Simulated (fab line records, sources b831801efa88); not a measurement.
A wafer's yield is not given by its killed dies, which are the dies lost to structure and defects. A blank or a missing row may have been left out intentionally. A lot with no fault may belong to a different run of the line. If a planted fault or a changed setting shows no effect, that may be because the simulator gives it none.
fab line records	flow sky130
[record] lots = 7	wafers = 19	lastDay = 50
route steps=708 shown VT_ADJUST_NCORE@125 VT_ADJUST_HVTR@131 PAD_OPEN@708
lots with no fault: from the same line, run without faults
startH: hours from the record's opening day to when the first of the lot's shown wafers began	waitH: hours since the lot's step before	" unchanged from the row above	L1.1+2: a row that stands for several wafers	- either no value or no given start	* or withheld: withheld	< > ~ a bound
route shown NAME@n: a module of which the file shows steps, and the number in the route of the first	usual: the fault-free wafers' mean and standard deviation	same: alike in all rows	chamber/n: place in a boat	sites: the reading at each site	_std_site: the standard deviation of these	_edge_site: inner sites' mean taken away from outer sites' mean	radiusMm: how far each site lies from the wafer's centre	mask NAME#n: copy n	behind: the tool/chamber that last shaped the wafer	hold: cause of the lot's hold/its duration in hours/its outcome	device: which transistor (n, p or np) failed to switch	end of line: tests run on the same wafers once the route is complete	where a step has no rows: the recipe by itself	killed: dies that structure and defects cost at the first sort, which is not the same as the wafer's yield	map: a wafer's dies, x killed, . not, _ none there
set.NAME: the run value of the setting; set.NAME@STEP: its run value at that earlier step	model.NAME: the simulator's own value behind a step, which no gauge read
lots at selected steps of the route; one table per step, one row per wafer
services: when a tool's chamber went out of use (startH, in hours from the record's first day, below 0 if earlier), for how many hours, and the reason
[[steps]]
[step SKY_VT_ADJUST_NCORE_DEVELOP_06]
[recipe] resist = NOVOLAK	developer = TMAH	developTimeS = 60	devTempC = 23
[step SKY_VT_ADJUST_NCORE_CD_MEAS_07]
[recipe] targetCdNm = 380
[usual] cdNm = 380.1/2.2
lot.wafer	tool	chamber	startH	waitH	cdNm
L725.1	cdSem-01	-	233.66	0.1	381.8
L725.4	"	-	"	"	383.0
L725.6	"	-	"	"	384.0
L730.1	cdSem-01	-	250.12	0.1	380.5
L730.6	"	-	"	"	378.2
L732.1	cdSem-01	-	263.32	0.1	377.9
L732.3	"	-	"	"	381.3
L734.1	cdSem-02	-	277.80	0.1	383.6
L734.2	"	-	"	"	381.7
L734.3	"	-	"	"	383.3
L737.1	cdSem-01	-	297.10	0.1	379.8
L737.2	"	-	"	"	378.5
L737.5	"	-	"	"	383.6
L739.3	cdSem-02	-	319.35	0.1	383.8
L739.4	"	-	"	"	383.1
L739.5	"	-	"	"	383.0
L741.2	cdSem-02	-	329.38	0.1	379.8
L741.4	"	-	"	"	374.7
L741.5	"	-	"	"	378.4
[step SKY_VT_ADJUST_NCORE_OVL_MEAS_08]
[usual] VT_ADJUST_NCORE_OVL = 0.6/1.2
lot.wafer	tool	chamber	startH	waitH	VT_ADJUST_NCORE_OVL[nm]
L725.1	overlay-01	-	233.78	0.1	0.3
L725.4	"	-	"	"	-1.5
L725.6	"	-	"	"	-0.9
L730.1	overlay-02	-	250.24	0.1	0.7
L730.6	"	-	"	"	0.5
L732.1	overlay-01	-	263.44	0.1	0.5
L732.3	"	-	"	"	0.3
L734.1	overlay-01	-	277.92	0.1	-0.9
L734.2	"	-	"	"	0.5
L734.3	"	-	"	"	-0.1
L737.1	overlay-02	-	297.22	0.1	0.3
L737.2	"	-	"	"	0.7
L737.5	"	-	"	"	0.2
L739.3	overlay-01	-	319.45	0.1	-1.2
L739.4	"	-	"	"	-0.3
L739.5	"	-	"	"	1.2
L741.2	overlay-02	-	329.49	0.1	0.5
L741.4	"	-	"	"	0.0
L741.5	"	-	"	"	-0.3
[step SKY_VT_ADJUST_NCORE_IMPLANT_09]
[recipe] species = B	energyKev = 10	doseCm2 = 2.4e+12	tiltDeg = withheld
[step SKY_VT_ADJUST_NCORE_STRIP_10]
[recipe] chemistry = O2/N2	powerW = 1400	pressureMtorr = 1500	platenTempC = withheld	o2FlowSccm = 3000	n2FlowSccm = 300	overashFraction = 0.5
[usual] drypumpMotorCurrentA = 5.5/0.44	oesProductAu = 0.716/0.0049	stripTimeToEndpointS = 14.17/0.043
lot.wafer	tool	chamber	startH	waitH	drypumpMotorCurrentA	oesProductAu	rfHoursCounterH	stripTimeToEndpointS
L725.1	plasmaAsher-01	0	233.97	0.1	6.1	0.706	55	14.14
L725.4	"	1	"	"	5.0	0.723	-	14.14
L725.6	"	0	"	"	6.1	0.710	-	14.15
L730.1	plasmaAsher-02	0	250.43	0.1	5.0	0.723	55	14.19
L730.6	"	1	"	"	5.7	0.709	-	14.16
L732.1	plasmaAsher-01	1	263.63	0.1	5.0	0.720	58	14.16
L732.3	"	0	"	"	6.1	0.714	-	14.19
L734.1	plasmaAsher-02	1	278.11	0.1	5.8	0.710	58	14.15
L734.2	"	0	"	"	5.1	0.719	58	14.13
L734.3	"	0	"	"	5.0	0.711	-	14.09
L737.1	plasmaAsher-02	1	297.41	0.1	5.7	0.714	59	14.20
L737.2	"	0	"	"	5.1	0.710	59	14.19
L737.5	"	1	"	"	5.7	0.720	-	14.21
L739.3	plasmaAsher-01	0	319.65	0.1	6.1	0.714	-	14.17
L739.4	"	1	"	"	5.0	0.720	-	14.23
L739.5	"	0	"	"	6.1	0.712	-	14.23
L741.2	plasmaAsher-01	0	329.67	0.1	6.1	0.706	65	14.24
L741.4	"	0	"	"	6.1	0.711	-	14.23
L741.5	"	1	"	"	5.0	0.711	-	14.21
[step SKY_VT_ADJUST_NCORE_TW_MEAS_11]
[usual] VT_ADJUST_NCORE_TW = 219.1/1.8
lot.wafer	tool	chamber	startH	waitH	VT_ADJUST_NCORE_TW
L725.1	filmMetro-02	-	234.07	0.1	219.5
L725.4	"	-	"	"	220.2
L725.6	"	-	"	"	219.9
L730.1	filmMetro-02	-	250.53	0.1	219.7
L730.6	"	-	"	"	220.7
L732.1	filmMetro-01	-	263.73	0.1	219.9
L732.3	"	-	"	"	219.5
L734.1	filmMetro-04	-	278.21	0.1	217.1
L734.2	"	-	"	"	216.8
L734.3	"	-	"	"	216.7
L737.1	filmMetro-04	-	297.51	0.1	215.8
L737.2	"	-	"	"	215.7
L737.5	"	-	"	"	215.8
L739.3	filmMetro-01	-	319.74	0.1	219.4
L739.4	"	-	"	"	220.2
L739.5	"	-	"	"	221.0
L741.2	filmMetro-02	-	329.78	0.1	218.9
L741.4	"	-	"	"	220.2
L741.5	"	-	"	"	219.3
[step SKY_VT_ADJUST_HVTR_DEHYDRATE_00]
[recipe] tempC = 200	timeS = 60
[step SKY_VT_ADJUST_HVTR_HMDS_01]
[recipe] primeTimeS = 60	primeTempC = 120
[step SKY_VT_ADJUST_HVTR_COAT_02]
[recipe] resist = NOVOLAK	spinRpm = 3000	resistThkNm = 1140
[step SKY_VT_ADJUST_HVTR_SOFTBAKE_03]
[recipe] tempC = 90	timeS = 60	resist = NOVOLAK
[step SKY_VT_ADJUST_HVTR_EXPOSE_04]
[recipe] maskId = HVTRM	targetCdNm = 380	na = 0.6	sourceShape = conventional	sigmaOuter = 0.6	doseMj = 150
[step SKY_VT_ADJUST_HVTR_PEB_05]
[recipe] tempC = withheld	timeS = *	resist = NOVOLAK
[step SKY_VT_ADJUST_HVTR_DEVELOP_06]
[recipe] developTimeS = 60	devTempC = 23
lot.wafer	tool	chamber	startH	waitH
L725.1+4+6	lithoTrack-01	0	256.61	0.1
L730.1+6	lithoTrack-02	0	274.61	0.1
L732.1+3	lithoTrack-02	0	288.06	0.1
L734.1+2+3	lithoTrack-02	0	303.31	0.1
L737.1+2+5	lithoTrack-04	0	323.15	0.1
L739.3+4+5	lithoTrack-04	0	346.65	0.1
L741.2+4+5	lithoTrack-02	0	356.73	0.1
[step SKY_VT_ADJUST_HVTR_CD_MEAS_07]
[recipe] targetCdNm = 380
[usual] cdNm = 381.4/2.4
lot.wafer	tool	chamber	startH	waitH	hold	cdNm
L725.1	cdSem-01	-	256.76	0.1	-	385.9
L725.4	"	-	"	"	-	384.2
L725.6	"	-	"	"	-	384.4
L730.1	cdSem-02	-	274.76	0.1	awaitDispo/0.2h/release	400.2
L730.6	"	-	"	"	awaitDispo/0.2h/release	378.5
L730.1	cdSem-02	-	275.23	0.4	-	400.0
L730.6	"	-	"	"	-	378.5
L732.1	cdSem-02	-	288.21	0.1	awaitDispo/0.2h/release	399.5
L732.3	"	-	"	"	awaitDispo/0.2h/release	376.8
L732.1	cdSem-02	-	288.49	0.3	-	400.0
L732.3	"	-	"	"	-	376.7
L734.1	cdSem-01	-	303.59	0.3	awaitDispo/0.2h/release	406.8
L734.2	"	-	"	"	awaitDispo/0.2h/release	384.6
L734.3	"	-	"	"	awaitDispo/0.2h/release	384.8
L734.1	cdSem-01	-	303.88	0.3	-	406.8
L734.2	"	-	"	"	-	384.4
L734.3	"	-	"	"	-	384.8
L737.1	cdSem-01	-	323.30	0.1	-	381.4
L737.2	"	-	"	"	-	380.4
L737.5	"	-	"	"	-	379.3
L739.3	cdSem-01	-	346.79	0.1	-	379.0
L739.4	"	-	"	"	-	378.5
L739.5	"	-	"	"	-	378.4
L741.2	cdSem-01	-	356.88	0.1	-	384.6
L741.4	"	-	"	"	-	382.7
L741.5	"	-	"	"	-	382.3
[step SKY_VT_ADJUST_HVTR_OVL_MEAS_08]
[usual] VT_ADJUST_HVTR_OVL = -0.3/1.3
lot.wafer	tool	chamber	startH	waitH	hold	VT_ADJUST_HVTR_OVL[nm]
L725.1	overlay-02	-	256.88	0.1	-	-0.3
L725.4	"	-	"	"	-	-1.4
L725.6	"	-	"	"	-	0.5
L730.1	overlay-01	-	282.49	7.2	awaitDispo/7.1h/release	-2.1
L730.6	"	-	"	"	awaitDispo/7.1h/release	-1.3
L732.1	overlay-02	-	294.84	6.3	awaitDispo/6.2h/release	1.0
L732.3	"	-	"	"	awaitDispo/6.2h/release	0.7
L734.1	overlay-02	-	305.34	1.4	awaitDispo/1.3h/release	1.2
L734.2	"	-	"	"	awaitDispo/1.3h/release	0.2
L734.3	"	-	"	"	awaitDispo/1.3h/release	0.3
L737.1	overlay-01	-	323.42	0.1	-	-1.3
L737.2	"	-	"	"	-	-0.9
L737.5	"	-	"	"	-	0.8
L739.3	overlay-01	-	346.88	0.1	-	-0.1
L739.4	"	-	"	"	-	-0.6
L739.5	"	-	"	"	-	-1.2
L741.2	overlay-01	-	356.98	0.1	-	1.2
L741.4	"	-	"	"	-	1.0
L741.5	"	-	"	"	-	2.0
[step SKY_PAD_OPEN_PROBE_99]
[usual] killed_at_M0_to_M3 = 43/6.6	killed_at_M4_up = 2.9/1.6	killedAtContacts = 24/4.9	killedAtFrontEnd = 15/4.5	killedAtOther = 0.2/0.45	killedDies = 86/8.8	killedOpen = 48/6.4	killedShort = 38/5.6
[same] grossDies = 492	killedAtBackSide = 0
lot.wafer	tool	chamber	startH	waitH	hold	killed_at_M0_to_M3	killed_at_M4_up	killedAtContacts	killedAtFrontEnd	killedAtOther	killedDies	killedOpen	killedShort
L725.1	prober-01	-	1124.74	0.1	-	41	2	20	10	0	73	47	26
L725.4	prober-01	-	1124.89	0.2	-	50	2	26	9	0	87	50	37
L725.6	prober-01	-	1124.99	0.2	-	37	5	31	12	1	86	59	27
L730.1	prober-01	-	1141.29	0.1	awaitDispo/3.3h/release	43	2	23	21	0	89	50	39
L730.6	prober-01	-	1141.54	0.2	awaitDispo/3.3h/release	37	0	20	13	1	71	39	32
L732.1	prober-02	-	1149.58	0.1	-	37	2	28	17	0	84	40	44
L732.3	prober-02	-	1149.68	0.2	-	34	1	28	20	0	83	51	32
L734.1	prober-01	-	1157.48	0.1	-	32	4	22	10	1	69	44	25
L734.2	prober-01	-	1157.53	0.1	-	52	4	25	12	1	94	56	38
L734.3	prober-01	-	1157.58	0.2	-	49	2	28	10	0	89	57	32
L737.1	prober-02	-	1172.12	0.1	-	41	5	37	9	0	92	51	41
L737.2	prober-02	-	1172.17	0.1	-	52	1	30	14	0	97	55	42
L737.5	prober-02	-	1172.32	0.2	-	43	2	30	18	0	93	48	45
L739.3	prober-02	-	1186.23	0.2	-	46	3	20	16	0	85	43	42
L739.4	prober-02	-	1186.28	0.2	-	45	3	32	21	0	101	60	41
L739.5	prober-02	-	1186.33	0.2	-	53	3	29	13	0	98	57	41
L741.2	prober-02	-	1190.42	0.1	-	59	1	14	6	0	80	47	33
L741.4	prober-02	-	1190.52	0.2	-	38	3	29	10	1	81	53	28
L741.5	prober-02	-	1190.57	0.2	-	43	4	25	17	0	89	47	42
// killed by level:class
L725.1 LI_CONTACT:geometricParticle:open=8 VIA1:geometricParticle:open=8 VIA2:geometricParticle:open=8 CONTACT:geometricParticle:open=7 VIA3:geometricParticle:open=6 POLY_GATE:geometricParticle:short=4 METAL2:geometricParticle:short=4 VIA2:geometricParticle:short=4
L725.4 LI_CONTACT:geometricParticle:open=10 VIA1:geometricParticle:open=10 VIA1:geometricParticle:short=8 CONTACT:geometricParticle:open=7 VIA3:geometricParticle:open=7 VIA2:geometricParticle:open=7 METAL2:geometricParticle:short=5 VIA2:geometricParticle:short=4
L725.6 CONTACT:geometricParticle:open=12 VIA1:geometricParticle:open=11 LI_CONTACT:geometricParticle:open=10 VIA3:geometricParticle:open=7 CONTACT:geometricParticle:short=5 VIA2:geometricParticle:open=5 POLY_GATE:geometricParticle:open=4 LOCAL_INTERCONNECT:geometricParticle:short=4
L730.1 VIA1:geometricParticle:open=11 VIA3:geometricParticle:open=9 LI_CONTACT:geometricParticle:open=8 CONTACT:geometricParticle:open=8 METAL1:geometricParticle:short=7 FIELD_ISO:geometricParticle:open=5 FIELD_ISO:geometricParticle:short=5 LOCAL_INTERCONNECT:geometricParticle:short=4
L730.6 VIA1:geometricParticle:open=15 CONTACT:geometricParticle:open=6 LI_CONTACT:geometricParticle:open=5 CONTACT:geometricParticle:short=5 VIA1:geometricParticle:short=5 VIA3:geometricParticle:open=5 POLY_GATE:geometricParticle:short=3 SPACER:geometricParticle:short=3
L732.1 CONTACT:geometricParticle:open=9 LI_CONTACT:geometricParticle:open=6 LOCAL_INTERCONNECT:geometricParticle:short=6 CONTACT:geometricParticle:short=6 VIA1:geometricParticle:open=6 VIA1:geometricParticle:short=5 METAL3:geometricParticle:short=5 FIELD_ISO:geometricParticle:short=4
L732.3 LI_CONTACT:geometricParticle:open=9 CONTACT:geometricParticle:open=9 VIA1:geometricParticle:open=9 FIELD_ISO:geometricParticle:open=8 FIELD_ISO:geometricParticle:short=6 VIA2:geometricParticle:open=4 LOCAL_INTERCONNECT:geometricParticle:short=4 VIA1:geometricParticle:short=4
L734.1 CONTACT:geometricParticle:open=11 VIA1:geometricParticle:open=9 VIA3:geometricParticle:open=7 LI_CONTACT:geometricParticle:open=6 VIA1:geometricParticle:short=5 FIELD_ISO:geometricParticle:short=4 CONTACT:geometricParticle:short=3 FIELD_ISO:geometricParticle:open=2
L734.2 VIA1:geometricParticle:open=12 VIA3:geometricParticle:open=12 VIA1:geometricParticle:short=9 LI_CONTACT:geometricParticle:open=8 CONTACT:geometricParticle:open=7 CONTACT:geometricParticle:short=5 POLY_GATE:geometricParticle:short=4 LOCAL_INTERCONNECT:geometricParticle:short=4
L734.3 CONTACT:geometricParticle:open=15 VIA1:geometricParticle:open=11 VIA3:geometricParticle:open=10 LI_CONTACT:geometricParticle:open=5 METAL2:geometricParticle:short=5 FIELD_ISO:geometricParticle:open=4 VIA3:geometricParticle:short=4 METAL1:geometricParticle:open=4
L737.1 LI_CONTACT:geometricParticle:open=9 LI_CONTACT:geometricParticle:short=9 CONTACT:geometricParticle:open=9 VIA2:geometricParticle:open=9 VIA1:geometricParticle:open=7 VIA3:geometricParticle:open=7 METAL1:geometricParticle:short=6 CONTACT:geometricParticle:short=6
L737.2 CONTACT:geometricParticle:open=12 VIA3:geometricParticle:open=11 VIA1:geometricParticle:open=9 LI_CONTACT:geometricParticle:open=7 VIA2:geometricParticle:open=7 CONTACT:geometricParticle:short=6 METAL1:geometricParticle:short=6 POLY_GATE:geometricParticle:short=4
L737.5 CONTACT:geometricParticle:open=8 VIA1:geometricParticle:open=8 VIA3:geometricParticle:open=8 CONTACT:geometricParticle:short=7 VIA2:geometricParticle:open=7 LI_CONTACT:geometricParticle:open=6 METAL2:geometricParticle:short=6 FIELD_ISO:geometricParticle:short=5
L739.3 VIA1:geometricParticle:open=13 VIA1:geometricParticle:short=9 VIA2:geometricParticle:open=6 FIELD_ISO:geometricParticle:short=5 METAL2:geometricParticle:short=5 LI_CONTACT:geometricParticle:open=5 LOCAL_INTERCONNECT:geometricParticle:short=5 CONTACT:geometricParticle:open=4
L739.4 CONTACT:geometricParticle:open=14 VIA1:geometricParticle:open=12 VIA3:geometricParticle:open=9 METAL2:geometricParticle:short=7 LOCAL_INTERCONNECT:geometricParticle:short=7 FIELD_ISO:geometricParticle:open=6 LI_CONTACT:geometricParticle:open=6 FIELD_ISO:geometricParticle:short=4
L739.5 LI_CONTACT:geometricParticle:open=12 VIA3:geometricParticle:open=11 VIA2:geometricParticle:open=9 VIA1:geometricParticle:open=8 FIELD_ISO:geometricParticle:open=6 VIA1:geometricParticle:short=6 CONTACT:geometricParticle:open=6 METAL1:geometricParticle:short=6
L741.2 VIA1:geometricParticle:open=14 METAL1:geometricParticle:short=12 CONTACT:geometricParticle:open=9 VIA2:geometricParticle:open=9 METAL2:geometricParticle:short=5 METAL1:geometricParticle:open=5 VIA3:geometricParticle:open=4 VIA1:geometricParticle:short=4
L741.4 LI_CONTACT:geometricParticle:open=12 VIA1:geometricParticle:open=11 CONTACT:geometricParticle:open=9 METAL1:geometricParticle:short=5 VIA2:geometricParticle:open=5 VIA3:geometricParticle:open=4 METAL1:geometricParticle:open=4 LI_CONTACT:geometricParticle:short=4
L741.5 VIA1:geometricParticle:open=10 VIA1:geometricParticle:short=9 CONTACT:geometricParticle:open=8 FIELD_ISO:geometricParticle:open=7 LOCAL_INTERCONNECT:geometricParticle:short=6 VIA3:geometricParticle:open=5 POLY_GATE:geometricParticle:short=4 LI_CONTACT:geometricParticle:open=4
[[services]]
tool	chamber	startH	hours	kind
plasmaAsher-02	-	226.92	0.7	repair
plasmaAsher-01	-	354.91	8.8	repair
[[key]]
[firstSign] step = SKY_VT_ADJUST_HVTR_CD_MEAS_07	reading = visit	direction = added
[effect] step = SKY_VT_ADJUST_HVTR_CD_MEAS_07	reading = cdNm	direction = up	sigmas = 8.7	usual = 381.4	struck = 402.2
metAt SKY_VT_ADJUST_HVTR_DEVELOP_06
struckWafers L730.1,L732.1,L734.1
testerLeftOut L730,L732,L734
[fault] kind = processParameterDrift	tool = lithoTrack-02	chamber = -	onsetH = 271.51	steps = SKY_VT_ADJUST_HVTR_DEVELOP_06	channel = developTimeS	offset = *	shape = step	endH = 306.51	scope = struckWafersOnly	actsIn = *	stated = *
// testerLeftOut: of these lots the tester's yield and bins aren't shown, on N5 and GAA mostly nor the transistor test; their killed dies are dies lost to structure and defects alone, not to doping, threshold or leakage, so they don't give the yield
